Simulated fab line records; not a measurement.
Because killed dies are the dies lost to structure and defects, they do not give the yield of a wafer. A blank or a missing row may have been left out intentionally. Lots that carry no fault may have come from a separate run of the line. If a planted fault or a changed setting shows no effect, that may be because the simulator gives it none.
fab line records | flow sky130 | part 2 of 2: steps 26 to 38 of 38
record lots=5 | wafers=15 | last-day=50
route steps=708 shown SONOS_TUNNEL@163 SONOS_ONO@168 GATE_OXIDE@187
lots untouched by any fault: they come from a run of this same line in which no faults occurred
start-h: hours from the record's opening day to when the first of the lot's shown wafers began | wait-h: hours elapsed since this lot's preceding step | " the same as in the row above | L1.1+2: one row covering several wafers at once | - no value present, or no start provided | * or withheld: withheld | < > ~ a bound
route shown NAME@n: NAME is a module with steps in the file, n the number in the route of the first one | usual: mean/standard deviation of fault-free wafers | same: alike in all rows | chamber/n: place in a boat | sites: per-site readings | _std_site: the values' standard deviation | _edge_site: mean of outer sites minus mean of inner sites | radius-mm: for every site, how far away it sits from the centre of the wafer | mask NAME#n: copy n | behind: the most recent tool/chamber to have shaped the wafer | hold: why the lot went on hold/how many hours it stayed there/how the hold came to an end | device: transistor that didn't switch, given as n, p or np | end of line: tests run on the same wafers once the route is complete | a step given without rows: its recipe and nothing more | killed: at the first sort, the dies lost to defects and structure; wafer yield is something else | map: a wafer's dies, x killed, . not, _ none there
set.NAME: setting as actually run; set.NAME@STEP: the setting as run at that earlier step | model.NAME: the simulator's own value behind a step, which no gauge read
a table for each step, a row for each wafer; lots at some steps of the route
services: the hour from which a tool's chamber was out of use, counted from the record's first day as start-h (under 0 if before that day), plus the number of hours and why
## steps
# step SKY_GATE_OXIDE_OXIDATION_01
# recipe temp-c=900 | ambient=O2 | stabilise-s=600 | purge-s=300 | target-thk-a=102.68 | ox-time-s=1473
# usual ox-temp-c=900.0/0.38 | spike-tc-centre-C=900.9/1 | tube-center-temp-C=900/0.082 | zone-power-lower-pct=20.7/1.3 | zone-power-top-pct=30.8/0.53
lot.wafer | tool       | chamber | start-h | wait-h | ox-temp-c | spike-tc-centre-C | tube-center-temp-C | zone-power-lower-pct | zone-power-top-pct
L085.1    | furnace-02 | 0       | 369.11  | 0.0    | 899.1     | 901.8             | 899.92             | 21.1                 | 30.9
L085.2    | "          | 0       | "       | "      | 899.8     | 901.2             | 900.01             | 21.2                 | 30.2
L085.6    | "          | 0       | "       | "      | 899.7     | 902.4             | 899.95             | 21.3                 | 30.8
L084.1    | furnace-02 | 0       | 371.91  | 1.9    | 900.0     | 902.6             | 900                | 21.7                 | 30.6
L084.3    | "          | 0       | "       | "      | 899.7     | 901.6             | 900.02             | 21.3                 | 30.5
L084.4    | "          | 0       | "       | "      | 900.4     | 902.8             | 899.98             | 21.2                 | 30.8
L089.1    | furnace-01 | 0       | 426.95  | 0.7    | 899.9     | 899.8             | 900.02             | 17.9                 | 31.4
L089.2    | "          | 0       | "       | "      | 899.8     | 898.9             | 900                | 18.5                 | 32.0
L089.4    | "          | 0       | "       | "      | 899.6     | 900.8             | 899.97             | 18.2                 | 31.8
L092.2    | furnace-02 | 0       | 435.61  | 0.0    | 900.1     | 901.3             | 900.11             | 21.3                 | 30.4
L092.4    | "          | 0       | "       | "      | 899.8     | 902.4             | 899.94             | 21.1                 | 30.6
L092.6    | "          | 0       | "       | "      | 899.8     | 902.3             | 900.14             | 21.6                 | 30.5
L097.3    | furnace-01 | 0       | 490.16  | 0.0    | 899.7     | 901.2             | 899.86             | 18.1                 | 31.9
L097.4    | "          | 0       | "       | "      | 900.2     | 901.1             | 900.09             | 18.0                 | 31.6
L097.6    | "          | 0       | "       | "      | 900.0     | 900.5             | 900.03             | 18.0                 | 32.2
# step SKY_GATE_OXIDE_THK_MEAS_02
# recipe reads=SiO2_of_GATE_OXIDE_OXIDATION_01
# usual GATE_OXIDE_OXIDATION_00_THK=10.26/0.2
lot.wafer | tool          | chamber | start-h | wait-h | GATE_OXIDE_OXIDATION_00_THK[nm]
L085.1    | film-metro-02 | -       | 370.52  | 0.0    | 10.10
L085.2    | "             | -       | "       | "      | 10.18
L085.6    | "             | -       | "       | "      | 10.27
L084.1    | film-metro-03 | -       | 373.32  | 0.0    | 10.00
L084.3    | "             | -       | "       | "      | 9.95
L084.4    | "             | -       | "       | "      | 10.18
L089.1    | film-metro-04 | -       | 428.36  | 0.0    | 10.34
L089.2    | "             | -       | "       | "      | 10.28
L089.4    | "             | -       | "       | "      | 10.37
L092.2    | film-metro-04 | -       | 437.03  | 0.0    | 10.11
L092.4    | "             | -       | "       | "      | 10.27
L092.6    | "             | -       | "       | "      | 10.12
L097.3    | film-metro-04 | -       | 491.59  | 0.0    | 10.48
L097.4    | "             | -       | "       | "      | 10.41
L097.6    | "             | -       | "       | "      | 10.65
# step SKY_GATE_OXIDE_DEHYDRATE_03
# recipe temp-c=200 | time-s=60
lot.wafer  | tool           | chamber | start-h | wait-h
L085.1+2+6 | litho-track-03 | 0       | 383.74  | 13.2
L084.1+3+4 | litho-track-02 | 0       | 386.68  | 13.3
L089.1+2+4 | litho-track-01 | 0       | 442.82  | 14.5
L092.2+4+6 | litho-track-03 | 0       | 451.01  | 14.0
L097.3+4+6 | litho-track-03 | 0       | 505.89  | 14.3
# step SKY_GATE_OXIDE_HMDS_04
# recipe prime-time-s=60 | prime-temp-c=120
lot.wafer  | tool           | chamber | start-h | wait-h
L085.1+2+6 | litho-track-03 | 0       | 383.89  | 0.1
L084.1+3+4 | litho-track-02 | 0       | 386.83  | 0.1
L089.1+2+4 | litho-track-01 | 0       | 442.97  | 0.1
L092.2+4+6 | litho-track-03 | 0       | 451.16  | 0.1
L097.3+4+6 | litho-track-03 | 0       | 506.04  | 0.1
# step SKY_GATE_OXIDE_COAT_05
# recipe resist=NOVOLAK | spin-rpm=3000 | resist-thk-nm=1140
lot.wafer  | tool           | chamber | start-h | wait-h
L085.1+2+6 | litho-track-03 | 0       | 384.04  | 0.1
L084.1+3+4 | litho-track-02 | 0       | 386.98  | 0.1
L089.1+2+4 | litho-track-01 | 0       | 443.12  | 0.1
L092.2+4+6 | litho-track-03 | 0       | 451.31  | 0.1
L097.3+4+6 | litho-track-03 | 0       | 506.19  | 0.1
# step SKY_GATE_OXIDE_SOFTBAKE_06
# recipe temp-c=90.6 | time-s=60 | resist=NOVOLAK
lot.wafer  | tool           | chamber | start-h | wait-h
L085.1+2+6 | litho-track-03 | 0       | 384.19  | 0.1
L084.1+3+4 | litho-track-02 | 0       | 387.13  | 0.1
L089.1+2+4 | litho-track-01 | 0       | 443.27  | 0.1
L092.2+4+6 | litho-track-03 | 0       | 451.46  | 0.1
L097.3+4+6 | litho-track-03 | 0       | 506.34  | 0.1
# step SKY_GATE_OXIDE_EXPOSE_07
# recipe mask-id=LVOM | na=0.6 | source-shape=conventional | sigma-outer=0.6 | polarization=unpolarized | target-cd-nm=600 | dose-mj=170
lot.wafer  | tool             | chamber | start-h | wait-h | mask
L085.1+2+6 | iline-stepper-01 | 0       | -       | -      | LVOM#0
L084.1+3+4 | iline-stepper-01 | 0       | -       | -      | LVOM#0
L089.1+2+4 | iline-stepper-01 | 0       | -       | -      | LVOM#0
L092.2+4+6 | iline-stepper-01 | 0       | -       | -      | LVOM#0
L097.3+4+6 | iline-stepper-01 | 0       | -       | -      | LVOM#0
# step SKY_GATE_OXIDE_PEB_08
# recipe temp-c=withheld | time-s=* | resist=NOVOLAK
lot.wafer  | tool           | chamber | start-h | wait-h
L085.1+2+6 | litho-track-02 | 0       | -       | -
L084.1+3+4 | litho-track-02 | 0       | -       | -
L089.1+2+4 | litho-track-03 | 0       | -       | -
L092.2+4+6 | litho-track-03 | 0       | -       | -
L097.3+4+6 | litho-track-02 | 0       | -       | -
# step SKY_GATE_OXIDE_DEVELOP_09
# recipe resist=NOVOLAK | developer=TMAH | develop-time-s=60 | dev-temp-c=23
# usual developer-temp-C=23.00/0.11
lot.wafer | tool           | chamber | start-h | wait-h | developer-temp-C
L085.1    | litho-track-02 | 0       | 398.48  | 0.1    | 23.06
L085.2    | "              | 0       | "       | "      | 23.20
L085.6    | "              | 0       | "       | "      | 22.97
L084.1    | litho-track-02 | 0       | 401.93  | 0.1    | 23.10
L084.3    | "              | 0       | "       | "      | 22.96
L084.4    | "              | 0       | "       | "      | 23.01
L089.1    | litho-track-03 | 0       | 458.49  | 0.1    | 23.03
L089.2    | "              | 0       | "       | "      | 23.02
L089.4    | "              | 0       | "       | "      | 22.98
L092.2    | litho-track-03 | 0       | 466.66  | 0.1    | 22.93
L092.4    | "              | 0       | "       | "      | 23.04
L092.6    | "              | 0       | "       | "      | 22.86
L097.3    | litho-track-02 | 0       | 521.58  | 0.1    | 22.96
L097.4    | "              | 0       | "       | "      | 23.07
L097.6    | "              | 0       | "       | "      | 23.27
# step SKY_GATE_OXIDE_OVL_MEAS_10
# usual GATE_OXIDE_OVL=-0.5/1.3
lot.wafer | tool       | chamber | start-h | wait-h | GATE_OXIDE_OVL[nm]
L085.1    | overlay-01 | -       | 398.63  | 0.1    | -0.7
L085.2    | "          | -       | "       | "      | -0.4
L085.6    | "          | -       | "       | "      | 0.2
L084.1    | overlay-01 | -       | 402.08  | 0.1    | 0.0
L084.3    | "          | -       | "       | "      | -0.9
L084.4    | "          | -       | "       | "      | 0.5
L089.1    | overlay-02 | -       | 458.64  | 0.1    | 0.0
L089.2    | "          | -       | "       | "      | -0.9
L089.4    | "          | -       | "       | "      | -1.2
L092.2    | overlay-01 | -       | 466.80  | 0.1    | 1.1
L092.4    | "          | -       | "       | "      | -0.7
L092.6    | "          | -       | "       | "      | 0.3
L097.3    | overlay-02 | -       | 521.69  | 0.1    | 1.0
L097.4    | "          | -       | "       | "      | -0.5
L097.6    | "          | -       | "       | "      | 0.1
# step SKY_GATE_OXIDE_IMPLANT_11
# recipe species=B | energy-kev=10 | dose-cm2=2.55e+12 | tilt-deg=withheld
# usual beam-on-s=9.99/0.21
lot.wafer | tool         | chamber | start-h | wait-h | beam-on-s
L085.1    | implanter-01 | 0       | 398.67  | 0.0    | 10.21
L085.2    | "            | 0       | "       | "      | 9.79
L085.6    | "            | 0       | "       | "      | 9.98
L084.1    | implanter-02 | 0       | 402.12  | 0.0    | 10.06
L084.3    | "            | 0       | "       | "      | 9.97
L084.4    | "            | 0       | "       | "      | 9.97
L089.1    | implanter-03 | 0       | 458.68  | 0.0    | 10.08
L089.2    | "            | 0       | "       | "      | 9.92
L089.4    | "            | 0       | "       | "      | 9.83
L092.2    | implanter-03 | 0       | 466.85  | 0.0    | 9.87
L092.4    | "            | 0       | "       | "      | 9.98
L092.6    | "            | 0       | "       | "      | 9.69
L097.3    | implanter-02 | 0       | 521.77  | 0.1    | 9.89
L097.4    | "            | 0       | "       | "      | 10.25
L097.6    | "            | 0       | "       | "      | 10.07
# step SKY_GATE_OXIDE_WET_ETCH_12
# recipe chemistry=dHF | target-depth-nm=16.8 | dry=n2-spin | target=SiO2 | dilution=100:1 | temp-c=25 | time-s=336
lot.wafer  | tool         | chamber | start-h | wait-h
L085.1+2+6 | wet-bench-02 | 0       | 398.82  | 0.1
L084.1+3+4 | wet-bench-04 | 3       | 402.27  | 0.1
L089.1+2+4 | wet-bench-02 | 1       | 458.83  | 0.1
L092.2+4+6 | wet-bench-04 | 0       | 466.98  | 0.1
L097.3+4+6 | wet-bench-02 | 0       | 521.87  | 0.1
# step SKY_GATE_OXIDE_STRIP_13
# recipe chemistry=O2/N2 | power-w=1400 | pressure-mtorr=1500 | platen-temp-c=withheld | o2-flow-sccm=3000 | n2-flow-sccm=300 | overash-fraction=0.5
# usual chamber-pressure-mTorr=1499.9/1.3 | drypump-motor-current-A=5.5/0.4 | oes-product-au=0.716/0.0045 | strip-time-to-endpoint-s=14.16/0.049
lot.wafer | tool            | chamber | start-h | wait-h | chamber-pressure-mTorr | drypump-motor-current-A | oes-product-au | rf-hours-counter-h | strip-time-to-endpoint-s
L085.1    | plasma-asher-01 | 0       | 398.93  | 0.0    | 1500.0                 | 5.9                     | 0.717          | 60                 | 14.12
L085.2    | "               | 1       | "       | "      | 1499.0                 | 5.1                     | 0.709          | 60                 | 14.16
L085.6    | "               | 0       | "       | "      | 1496.8                 | 5.9                     | 0.714          | -                  | 14.14
L084.1    | plasma-asher-02 | 0       | 402.38  | 0.0    | 1498.2                 | 5.3                     | 0.722          | 28                 | 14.14
L084.3    | "               | 0       | "       | "      | 1497.8                 | 5.3                     | 0.717          | -                  | 14.14
L084.4    | "               | 1       | "       | "      | 1500.6                 | 5.9                     | 0.717          | -                  | 14.13
L089.1    | plasma-asher-04 | 1       | 458.93  | 0.0    | 1500.7                 | 4.9                     | 0.711          | 3                  | 14.23
L089.2    | "               | 0       | "       | "      | 1500.5                 | 5.9                     | 0.719          | 3                  | 14.20
L089.4    | "               | 0       | "       | "      | 1500.7                 | 5.9                     | 0.716          | -                  | 14.20
L092.2    | plasma-asher-02 | 0       | 467.09  | 0.0    | 1501.4                 | 5.2                     | 0.721          | 35                 | 14.15
L092.4    | "               | 0       | "       | "      | 1498.9                 | 5.3                     | 0.716          | -                  | 14.12
L092.6    | "               | 0       | "       | "      | 1499.3                 | 5.3                     | 0.713          | -                  | 14.18
L097.3    | plasma-asher-04 | 1       | 522.10  | 0.0    | 1499.5                 | 5.0                     | 0.713          | -                  | 14.19
L097.4    | "               | 0       | "       | "      | 1499.3                 | 6.0                     | 0.713          | -                  | 14.20
L097.6    | "               | 1       | "       | "      | 1499.5                 | 5.0                     | 0.715          | -                  | 14.22
## services
tool             | chamber | start-h | hours | kind
implanter-02     | -       | 315.68  | 4.1   | pm
implanter-04     | -       | 316.11  | 2.0   | repair
plasma-asher-02  | -       | 324.62  | 2.8   | pm
plasma-asher-04  | -       | 326.28  | 12.6  | repair
lpcvd-03         | -       | 329.19  | 0.4   | repair
furnace-01       | -       | 332.62  | 4.4   | pm
implanter-04     | -       | 341.59  | 4.4   | pm
plasma-asher-01  | -       | 347.42  | 2.8   | pm
rie-diel-02      | -       | 350.56  | 2.8   | pm
furnace-01       | -       | 368.82  | 4.3   | pm
rie-diel-02      | 3       | 374.66  | 3.9   | repair
furnace-02       | -       | 380.09  | 7.6   | pm
rie-diel-02      | 0       | 411.84  | 6.3   | repair
iline-stepper-01 | -       | 419.40  | 4.9   | repair
rie-diel-02      | 2       | 420.07  | 9.1   | repair
rie-diel-02      | 3       | 426.77  | 9.7   | repair
implanter-02     | -       | 430.47  | 1.8   | repair
lpcvd-02         | -       | 442.99  | 14.6  | pm
implanter-04     | -       | 472.39  | 4.4   | repair
furnace-02       | -       | 482.25  | 3.7   | pm
furnace-02       | -       | 492.82  | 3.4   | pm
lpcvd-03         | -       | 492.88  | 6.0   | pm
wet-bench-03     | -       | 510.11  | 11.7  | repair
iline-stepper-01 | -       | 513.68  | 1.7   | pm
